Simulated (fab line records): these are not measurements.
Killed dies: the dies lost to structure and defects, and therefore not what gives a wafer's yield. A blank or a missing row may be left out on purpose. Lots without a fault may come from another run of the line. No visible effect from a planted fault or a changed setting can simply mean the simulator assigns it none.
Shared-tool check | flow gf180mcu | Sampled: 13 lots, 39 wafers

WHY THIS WAS OPENED
At GF_HV_LDD_CD_MEAS_07 the reading cdNm is flagged on 2 of 13 lots. Fault-free wafers read 399.2 nm, with a standard deviation of 2.4.
Rule: a lot is flagged in two cases, either no wafer of it has a number, or all its wafers with numbers fall more than 4 standard deviations from that mean. As for the other lots, they are considered sound.

lot  | measured     | on       | cdNm (nm), wafer by wafer | flag
L760 | day 10 09:32 | cdSem-01 | 396.6 395.7 397.4         | 
L762 | day 10 23:10 | cdSem-02 | 402.5 401.4 402.5         | 
L764 | day 11 20:05 | cdSem-01 | 399.3 399.4 400.1         | 
L765 | day 12 02:43 | cdSem-01 | 399.7 400.0 399.6         | 
L766 | day 12 08:34 | cdSem-01 | 397.4 396.8 397.5         | 
L767 | day 12 11:05 | cdSem-02 | 397.0 397.3 396.2         | 
L770 | day 13 15:46 | cdSem-02 | 403.7 405.4 403.8         | 
L771 | day 13 21:07 | cdSem-01 | 395.3 393.1 396.0         | 
L775 | day 14 23:16 | cdSem-01 | 414.7 415.5 414.7         | FLAGGED
L776 | day 15 07:40 | cdSem-02 | 410.4 413.0 413.3         | FLAGGED
L779 | day 16 06:56 | cdSem-02 | 402.9 402.2 403.5         | 
L780 | day 16 15:25 | cdSem-01 | 399.1 399.9 400.9         | 
L781 | day 16 22:56 | cdSem-01 | 399.0 399.0 402.1         | 
Average over the flagged lots: 413.6 nm; offset from the usual +14.4 nm, equal to +6 standard deviations.

LOT BY LOT: THE TOOL USED
The record keeps 1 process step preceding the reading, out of 602 steps on the route. Each cell gives the tool, then ch followed by the chambers the sampled wafers passed through, then the start.
lot  | flag    | GF_HV_LDD_COAT_02
L760 |         | lithoTrack-04 ch 0, day 10 00:33
L762 |         | lithoTrack-04 ch 0, day 10 13:27
L764 |         | lithoTrack-04 ch 0, day 11 09:57
L765 |         | lithoTrack-03 ch 0, day 11 17:04
L766 |         | lithoTrack-02 ch 0, day 11 22:56
L767 |         | lithoTrack-03 ch 0, day 12 01:28
L770 |         | lithoTrack-02 ch 0, day 13 05:17
L771 |         | lithoTrack-04 ch 0, day 13 10:46
L775 | FLAGGED | lithoTrack-02 ch 0, day 14 12:35
L776 | FLAGGED | lithoTrack-02 ch 0, day 14 20:23
L779 |         | lithoTrack-04 ch 0, day 15 19:30
L780 |         | lithoTrack-04 ch 0, day 16 03:36
L781 |         | lithoTrack-04 ch 0, day 16 12:00
What the steps here do:
- GF_HV_LDD_COAT_02: resist thk 1000 nm.
- GF_HV_LDD_CD_MEAS_07: target cd 400 nm.

FLAGGED AGAINST TOTAL, ONE TOOL AT A TIME (gauges that did the reading follow at the end)
step                 | tool          | lots run | flagged | share of the flagged lots | sound lots run after its first flagged lot
GF_HV_LDD_COAT_02    | lithoTrack-02 | 4        | 2       | all                       | 0
GF_HV_LDD_COAT_02    | lithoTrack-03 | 2        | 0       | none                      | -
GF_HV_LDD_COAT_02    | lithoTrack-04 | 7        | 0       | none                      | -
GF_HV_LDD_CD_MEAS_07 | cdSem-01      | 8        | 1       | some                      | 2 (L780,L781)
GF_HV_LDD_CD_MEAS_07 | cdSem-02      | 5        | 1       | some                      | 1 (L779)

WHAT IS ALLOWED BY THE TABLE
All flagged lots share 1 row of the table, namely lithoTrack-02 at GF_HV_LDD_COAT_02.
- lithoTrack-02 at GF_HV_LDD_COAT_02: 2 of its 4 lots flagged. Its last sound lot is L770 (day 13 05:17), its first flagged lot L775 (day 14 12:35): a fault that began between those two fits.
One tool is left: lithoTrack-02 at GF_HV_LDD_COAT_02.

WHAT HAD BEEN PUT IN BY THE SIMULATOR
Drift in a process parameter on lithoTrack-02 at GF_HV_LDD_COAT_02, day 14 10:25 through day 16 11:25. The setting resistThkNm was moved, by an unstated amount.
Shown lots that were struck: L775, L776. The rule above reached the same finding.
